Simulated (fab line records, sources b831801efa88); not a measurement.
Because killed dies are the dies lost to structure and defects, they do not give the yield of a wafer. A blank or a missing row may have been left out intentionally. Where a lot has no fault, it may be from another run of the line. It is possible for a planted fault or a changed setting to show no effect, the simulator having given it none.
Which of the tools did it? | flow gf180mcu | 11 lots, 33 wafers sampled, at 4 steps of a route of 602

== WHAT EACH GAUGE READ, for each wafer ==
GF_HV_LDD_RS_MEAS_53: measures by four-point-probe.
lot  | measured     | on            | HV_LDD_RS (ohm/sq)
L477 | day 12 15:49 | film-metro-01 | 412.5 412.7 412.9
L478 | day 12 17:02 | film-metro-03 | 414.2 415.0 414.2
L479 | day 13 05:28 | film-metro-02 | 413.2 411.9 412.4
L481 | day 13 23:30 | film-metro-01 | 412.5 413.2 412.2
L483 | day 14 12:16 | film-metro-03 | 411.2 411.7 412.5
L486 | day 15 16:08 | film-metro-01 | 413.5 412.5 412.0
L488 | day 16 03:12 | film-metro-02 | 411.6 411.6 413.2
L491 | day 17 03:01 | film-metro-02 | 411.6 412.5 413.8
L494 | day 18 04:03 | film-metro-02 | 418.9 418.6 418.7
L495 | day 18 13:44 | film-metro-03 | 418.8 418.4 419.6
L500 | day 20 07:32 | film-metro-01 | 412.7 412.0 412.4

== WHICH TOOL RAN EACH LOT (tool, then ch and the chambers of the sampled wafers, then the start) ==
lot  | GF_DUAL_GATE_STRIP_13                | GF_HV_LDD_STRIP_10                   | GF_HV_LDD_IMPLANT_34
L477 | plasma-asher-04 ch 0,1, day 8 12:46  | plasma-asher-01 ch 0,1, day 10 06:06 | implanter-03 ch 0, day 11 19:37
L478 | plasma-asher-04 ch 0,1, day 8 16:04  | plasma-asher-02 ch 0,1, day 10 06:55 | implanter-02 ch 0, day 11 20:55
L479 | plasma-asher-04 ch 0,1, day 9 00:47  | plasma-asher-02 ch 0,1, day 10 18:17 | implanter-01 ch 0, day 12 08:57
L481 | plasma-asher-02 ch 0,1, day 9 16:44  | plasma-asher-02 ch 0,1, day 11 12:27 | implanter-02 ch 0, day 13 03:00
L483 | plasma-asher-04 ch 0,1, day 10 04:35 | plasma-asher-01 ch 0,1, day 12 00:32 | implanter-02 ch 0, day 13 15:06
L486 | plasma-asher-02 ch 0,1, day 11 02:23 | plasma-asher-04 ch 0,1, day 12 23:47 | implanter-02 ch 0, day 14 17:12
L488 | plasma-asher-04 ch 0,1, day 11 11:32 | plasma-asher-04 ch 0,1, day 13 09:54 | implanter-03 ch 0, day 15 04:12
L491 | plasma-asher-04 ch 0,1, day 12 10:02 | plasma-asher-02 ch 0,1, day 14 09:16 | implanter-01 ch 0, day 16 04:13
L494 | plasma-asher-04 ch 0, day 13 07:10   | plasma-asher-01 ch 1, day 15 07:58   | implanter-01 ch 0, day 17 03:56
L495 | plasma-asher-02 ch 0,1, day 13 13:11 | plasma-asher-04 ch 0,1, day 15 15:31 | implanter-01 ch 0, day 17 12:58
L500 | plasma-asher-02 ch 0,1, day 14 22:01 | plasma-asher-01 ch 0,1, day 16 23:07 | implanter-03 ch 0, day 18 23:13
- GF_DUAL_GATE_STRIP_13: strips in O2/N2.
- GF_HV_LDD_STRIP_10: strips in O2/N2.
- GF_HV_LDD_IMPLANT_34

== THE ANSWER, worked out from the rows above alone ==
Rule: what is usual is taken from the lots themselves. The widest of any qualifying gaps counts: lots, ordered by their means at a reading, are off when they make up no more than a third of the lots, leave a main group of 4 or more, and stand apart from it by 3 or more times the standard deviation of that group's means. A main group is skipped when, at the precision printed for the reading in the tables above, its means are all equal. Also off: a lot with no number at a reading for which 4 or more lots have one. Where the step has rows for the other lots, those lots are counted as sound.
Off: L494, L495, seen at GF_HV_LDD_RS_MEAS_53 (HV_LDD_RS). Mean 412.7 ohm/sq and standard deviation 0.7 in the main group.
If a tool, at a process step before that reading, ran all the lots that are off and no sound lot after the first of them, it fits. Those tools and the gauges at GF_HV_LDD_RS_MEAS_53 are tried in the same way. One fits: GF_HV_LDD_IMPLANT_34 on implanter-01. A fault onset in the window from L491 (day 16 04:13, its last sound lot) to L494 (day 17 03:56, its first lot off) fits.

== WHAT THE SIMULATOR HAD PUT IN ==
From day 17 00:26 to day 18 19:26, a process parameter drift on implanter-01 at GF_HV_LDD_IMPLANT_34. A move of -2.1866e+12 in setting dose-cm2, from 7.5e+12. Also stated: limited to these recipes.
Shown lots that were struck: L494, L495. The rule given above showed the same thing.
